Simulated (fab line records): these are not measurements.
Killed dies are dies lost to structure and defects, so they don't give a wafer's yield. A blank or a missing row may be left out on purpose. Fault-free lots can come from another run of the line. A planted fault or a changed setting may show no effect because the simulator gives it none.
Comparing a struck lot with a sound one || flow sky130 || 20 out of 708 route steps
Sound: the wafers L689.2, L689.4, L689.5. Struck: wafer L683.4 (left out: L683.3, L683.6 of the same lot, which were not struck); the cause appears at the end.
For every step that has rows: the tool of each side, followed by ch and its chambers, followed by its first start. Under that, the readings that differ: sound wafers || struck wafers || difference of the means || sigmas: that difference in standard deviations of wafers without a fault.
alike: readings whose means differ by less than 2 such deviations, and words and numbers that are the same on both sides. not compared: withheld readings, readings that some wafer has no value for, bounds like >300 that may hide the same value, and numbers for which the record gives no deviation and whose values overlap.
Wherever a step has rows on one side only, a row that says differs or no value, or a row with sigmas, the two part there. When numbers do not overlap yet have no deviation, they are printed without sigmas and do not part them. A reading missing from all wafers of one side parts the sides only when that side holds two or more wafers.

SKY_METAL4_METAL_ETCH_18: etches the open film in Cl2/BCl3, stops on SiO2, target depth 845 nm, time 183.1 s.
  sound on rie metal-01 ch 1, day 47 23:51; struck on rie metal-04 ch 1, day 46 18:30
  alike: drypump motor current A, oes product au, throttle valve pct
  not compared: rf hours counter h
SKY_METAL4_STRIP_19: strips in O2/N2.
  sound on plasma asher-03 ch 0,1, day 48 00:08; struck on plasma asher-04 ch 0, day 46 18:39
  alike: drypump motor current A, o2 flow sccm, oes product au, strip time to endpoint s
  not compared: rf hours counter h
then, 4 steps without rows for these wafers: SKY_METAL4_STRIP_20 (strips in post etch residue remover, time 1200 s); SKY_METAL4_CLEAN_21 (cleans in IPA, time 180 s); SKY_METAL4_CLEAN_22 (cleans in O3/DIW); SKY_VIA4_HDPCVD_00 (deposits SiO2, target thk 1750 nm, time 291.7 s).
SKY_VIA4_THK_MEAS_01:
  struck on film metro-02, day 46 19:50; sound on film metro-01, day 48 00:56
  alike: VIA4_HDPCVD_THK
SKY_VIA4_CMP_02: polishes SiO2.
  sound on cmp-02 ch 0,2,3, day 48 01:05; struck on cmp-02 ch 2, day 46 19:53
  alike: motor current A
SKY_VIA4_BOW_MEAS_03:
  struck on film metro-04, day 46 20:13; sound on film metro-04, day 48 01:18
  alike: VIA4_BOW
then, 3 steps without rows for these wafers: SKY_VIA4_DEHYDRATE_04 (time 60 s); SKY_VIA4_HMDS_05 (prime time 60 s); SKY_VIA4_COAT_06 (resist thk 1140 nm).
SKY_VIA4_SOFTBAKE_07: time 60 s.
  sound on litho track-04 ch 0, day 48 11:28; struck on litho track-02 ch 0, day 47 07:09
{"reading": "run length s (s)", "sound": "89.13 89.13 89.10", "struck": 124.07, "difference": "+34.95", "sigmas": "+99 or more"}
{"reading": "model.NOVOLAK_of_VIA4_COAT_06.thk nm (nm)", "sound": "1143 1143 1142", "struck": 1132, "difference": -11, "sigmas": ""}
  alike: exhaust pa
then, 3 steps without rows for these wafers: SKY_VIA4_EXPOSE_08 (exposes mask VIM4, target cd 800 nm); SKY_VIA4_PEB_09; SKY_VIA4_DEVELOP_10 (develop time 60 s).
SKY_VIA4_OVL_MEAS_11:
  struck on overlay-01, day 47 17:01; sound on overlay-02, day 48 21:13
  alike: VIA4_OVL
SKY_VIA4_ETCH_12: etches SiO2 in C4F8/O2/Ar, stops on TiN, target depth 580 nm.
  sound on rie diel-01 ch 0,1,2, day 48 21:15; struck on rie diel-03 ch 2, day 47 17:02
{"reading": "model.NOVOLAK_of_VIA4_COAT_06.thk nm (nm)", "sound": "1016 1012 1009", "struck": 996.9, "difference": -15.4, "sigmas": ""}
  alike: oes product au
SKY_VIA4_STRIP_13: strips in O2/N2.
  sound on plasma asher-03 ch 0,1, day 48 21:19; struck on plasma asher-03 ch 1, day 47 17:08
{"reading": "o2 flow sccm (sccm)", "sound": "2979 2994 2973", "struck": 3000, "difference": "+18", "sigmas": "+2"}
{"reading": "strip time to endpoint s (s)", "sound": "12.87 12.82 12.79", "struck": 12.70, "difference": -0.13, "sigmas": -4}
  alike: drypump motor current A, oes product au
  not compared: rf hours counter h
SKY_PAD_OPEN_PROBE_99:
  the record has rows for the sound wafers here (prober-02, day 51 08:45) and none for the struck ones

## WHERE THEY PART
At SKY_VIA4_SOFTBAKE_07 first; at SKY_PAD_OPEN_PROBE_99 last (within this record only).

WHY: what had been put in by the simulator
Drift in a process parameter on litho track-02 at SKY_VIA4_SOFTBAKE_07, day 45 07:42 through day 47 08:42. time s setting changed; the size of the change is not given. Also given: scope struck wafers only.
